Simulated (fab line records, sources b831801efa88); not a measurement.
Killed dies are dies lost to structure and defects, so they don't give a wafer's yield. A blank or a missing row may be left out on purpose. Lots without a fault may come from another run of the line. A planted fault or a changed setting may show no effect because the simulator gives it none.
Which tool did it? | flow gf180mcu | 14 lots, 42 wafers sampled, at 4 steps of a route of 602

WHAT THE GAUGES READ, wafer by wafer
GF_TOP_METAL_OVL_MEAS_15. Usual: TOP_METAL_OVL -0.9 nm, standard deviation 1.5.
lot  | measured     | on         | TOP_METAL_OVL (nm) | flag
L604 | day 28 04:17 | overlay-02 | 2.3 -0.2 -2.0      |
L605 | day 28 10:22 | overlay-01 | 1.6 -0.3 0.4       |
L606 | day 28 16:47 | overlay-02 | -1.2 -2.3 -3.2     |
L608 | day 29 10:39 | overlay-01 | -0.3 -2.4 -1.1     |
L609 | day 29 22:13 | overlay-02 | 2.1 1.9 1.8        |
L610 | day 30 05:10 | overlay-02 | -1.7 -0.3 -0.9     |
L612 | day 30 14:27 | overlay-02 | -2.2 -3.2 -2.7     |
L613 | day 30 23:34 | overlay-02 | 0.1 -0.5 0.5       |
L618 | day 32 08:04 | overlay-02 | -1.3 -0.5 -2.1     |
L622 | day 33 04:04 | overlay-02 | -2.8 -0.4 -0.8     |
L623 | day 33 11:51 | overlay-01 | -1.7 -2.8 -2.4     |
L624 | day 33 17:20 | overlay-01 | -2.9 -2.4 -1.8     |
L625 | day 33 22:18 | overlay-02 | -1.3 -2.5 -0.7     |
L626 | day 34 01:54 | overlay-02 | -0.7 -1.4 -2.9     |

WHICH TOOL RAN EACH LOT (tool, then ch and the chambers of the sampled wafers, then the start)
lot  | GF_STI_CLEAN_16                | GF_MIM_SPUTTER_01            | GF_TOP_METAL_SPUTTER_00
L604 | wet_bench-01 ch 1, day 2 01:32 | pvd_sputter-04, day 24 13:04 | pvd_sputter-01, day 27 08:14
L605 | wet_bench-01 ch 2, day 2 07:16 | pvd_sputter-04, day 24 20:03 | pvd_sputter-01, day 27 13:47
L606 | wet_bench-01 ch 0, day 2 11:20 | pvd_sputter-03, day 25 03:38 | pvd_sputter-01, day 27 21:11
L608 | wet_bench-02 ch 2, day 2 22:40 | pvd_sputter-04, day 25 23:49 | pvd_sputter-03, day 28 16:04
L609 | wet_bench-01 ch 2, day 3 02:38 | pvd_sputter-03, day 26 11:26 | pvd_sputter-01, day 29 02:54
L610 | wet_bench-01 ch 2, day 3 08:32 | pvd_sputter-02, day 26 19:39 | pvd_sputter-03, day 29 10:23
L612 | wet_bench-01 ch 0, day 3 17:47 | pvd_sputter-03, day 27 05:56 | pvd_sputter-01, day 29 19:32
L613 | wet_bench-01 ch 2, day 4 01:46 | pvd_sputter-02, day 27 17:05 | pvd_sputter-04, day 30 05:10
L618 | wet_bench-04 ch 3, day 5 01:56 | pvd_sputter-04, day 29 03:53 | pvd_sputter-04, day 31 14:41
L622 | wet_bench-04 ch 1, day 5 23:01 | pvd_sputter-03, day 30 03:32 | pvd_sputter-03, day 32 11:52
L623 | wet_bench-04 ch 2, day 6 06:35 | pvd_sputter-04, day 30 13:02 | pvd_sputter-01, day 32 20:26
L624 | wet_bench-02 ch 0, day 6 08:29 | pvd_sputter-03, day 30 18:29 | pvd_sputter-01, day 33 01:28
L625 | wet_bench-01 ch 3, day 6 13:50 | pvd_sputter-04, day 30 23:46 | pvd_sputter-03, day 33 06:20
L626 | wet_bench-04 ch 0, day 6 19:23 | pvd_sputter-03, day 31 04:42 | pvd_sputter-01, day 33 10:15
- GF_STI_CLEAN_16: cleans in dHF, time 25 s.
- GF_MIM_SPUTTER_01: material TiN, target thk 30 nm, time 25 s.
- GF_TOP_METAL_SPUTTER_00: material Ti, target thk 37.5 nm, time 155.9 s.

WHAT THE TOOLS THEMSELVES READ (means of the sampled wafers that have a number; where no wafer has one, the mark that the record gives instead)
GF_MIM_SPUTTER_01. Usual: chamber_pressure_pa 0.3999 Pa, standard deviation 0.00092; throttle_valve_pct 30.0 %, standard deviation 1.2.
lot  | tool           | chamber_pressure_pa (Pa) | throttle_valve_pct (%) | flag
L604 | pvd_sputter-04 | 0.4003                   | 30.0                   |
L605 | pvd_sputter-04 | 0.4008                   | 29.6                   |
L606 | pvd_sputter-03 | 0.3997                   | 29.8                   |
L608 | pvd_sputter-04 | 0.3994                   | 29.2                   |
L609 | pvd_sputter-03 | 0.3997                   | 30.4                   |
L610 | pvd_sputter-02 | 0.3996                   | 31.2                   |
L612 | pvd_sputter-03 | 0.3994                   | 30.6                   |
L613 | pvd_sputter-02 | 0.4011                   | 31.1                   |
L618 | pvd_sputter-04 | 0.4004                   | 30.4                   |
L622 | pvd_sputter-03 | 0.4000                   | 30.0                   |
L623 | pvd_sputter-04 | 0.4006                   | 30.3                   |
L624 | pvd_sputter-03 | 0.4002                   | 29.9                   |
L625 | pvd_sputter-04 | 0.4017                   | 29.5                   |
L626 | pvd_sputter-03 | 0.3996                   | 30.5                   |

GF_TOP_METAL_SPUTTER_00. Usual: chamber_pressure_pa 2.000 Pa, standard deviation 0.004; throttle_valve_pct 29.6 %, standard deviation 1.1.
lot  | tool           | chamber_pressure_pa (Pa) | throttle_valve_pct (%) | flag
L604 | pvd_sputter-01 | 2.000                    | 30.0                   |
L605 | pvd_sputter-01 | 2.000                    | 29.7                   |
L606 | pvd_sputter-01 | 1.999                    | 29.3                   |
L608 | pvd_sputter-03 | 2.002                    | 29.3                   |
L609 | pvd_sputter-01 | 1.995                    | 29.2                   |
L610 | pvd_sputter-03 | 2.002                    | 30.5                   |
L612 | pvd_sputter-01 | 2.001                    | 30.1                   |
L613 | pvd_sputter-04 | 1.998                    | 28.0                   |
L618 | pvd_sputter-04 | 1.999                    | 30.4                   |
L622 | pvd_sputter-03 | 2.005                    | 30.1                   |
L623 | pvd_sputter-01 | 1.996                    | 29.4                   |
L624 | pvd_sputter-01 | 1.999                    | 29.7                   |
L625 | pvd_sputter-03 | 2.000                    | 29.8                   |
L626 | pvd_sputter-01 | 2.002                    | 29.9                   |

THE ANSWER, worked out from the rows above alone
Rule: a lot is off if the mean of its wafers that have a number lies more than 3 standard deviations from the usual mean. A lot without any number at a reading at which 4 lots or more have one is off too. The other lots that the step has rows for count as sound. The gauges are gone through in route order, then the tools' own readings, and for those a lot's mean is taken as printed above. The first step at which some lot is off is used, and at that step the reading that is off furthest; a lot without a number counts as furthest.
No lot is off at any reading shown: from this, nothing can be told.

WHAT THE SIMULATOR HAD PUT IN
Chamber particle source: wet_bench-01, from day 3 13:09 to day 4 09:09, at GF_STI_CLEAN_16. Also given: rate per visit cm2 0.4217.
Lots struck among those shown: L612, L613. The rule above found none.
